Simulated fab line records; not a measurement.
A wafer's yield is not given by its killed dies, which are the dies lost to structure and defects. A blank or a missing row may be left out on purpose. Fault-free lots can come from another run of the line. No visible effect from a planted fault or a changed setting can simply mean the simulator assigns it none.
Matching of chambers -- flow gf180mcu -- GF_V4_CMP_04 on cmp-02: 4 sister chambers
The step polishes SiO2. 14 wafers are shown with their chamber, then 7 later ones without.

## WAFERS PAIRED WITH THEIR CHAMBERS
wafer,chamber,motor current A (A),time to endpoint s (s),slurry flow ml min
L380.1,3,12.0,76,149.5
L380.4,0,12.0,86,150.3
L380.6,2,13.2,80,149.2
L383.1,0,12.5,80,149.3
L383.2,1,13.1,75,149.9
L383.6,0,13.0,83,149.3
L386.3,1,12.7,78,149.6
L386.4,0,12.3,86,149.8
L386.6,2,12.6,81,149.4
L387.2,0,12.7,76,149.5
L387.3,3,12.4,80,150.7
L387.4,2,13.3,83,149.3
L393.3,1,13.2,67,149.8
L393.4,2,13.4,77,150.3

SIGNATURES (averages over the wafers above)
reading,chamber 0,chamber 1,chamber 2,chamber 3,scatter within a chamber
motor current A,12.500,13.000,13.125,12.200,0.345
time to endpoint s,82.20,73.33,80.25,78.00,4.05
slurry flow ml min,149.640,149.767,149.550,150.100,0.474
Rule: a wafer lies at a distance from a chamber equal to the root of the sum of squares, over the readings, of (its reading less the chamber's mean, divided by the reading's scatter). If the next closest chamber is less than 2 further off than the closest, the wafer can't be placed; otherwise it belongs to the closest. The scatter is the square root of a quotient: the sum, over the shown wafers, of each reading's squared deviation from its chamber's mean, divided by wafers minus chambers.

## WAFERS WHOSE CHAMBER IS MISSING
wafer,motor current A (A),time to endpoint s (s),slurry flow ml min
L393.5,12.6,78,149.8
L401.1,12.7,77,150.1
L401.3,13.5,76,149.2
L401.6,13.5,85,150.5
L403.1,13.2,74,150.1
L403.2,13.7,87,149.4
L403.6,12.6,74,150.6

## EACH ONE'S CHAMBER
wafer,from the rows above,in truth
L393.5,can't be placed: 0 or 3 or 1 or 2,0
L401.1,can't be placed: 1 or 3 or 0 or 2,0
L401.3,can't be placed: 2 or 1 or 0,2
L401.6,can't be placed: 2 or 0 or 1 or 3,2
L403.1,can't be placed: 1 or 2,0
L403.2,can't be placed: 2 or 0 or 1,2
L403.6,can't be placed: 3 or 1 or 0 or 2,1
Placed correctly: 0 of 7. These rows do not allow placing 7 (true chamber among the candidates in 6). Placed wrongly: 0.
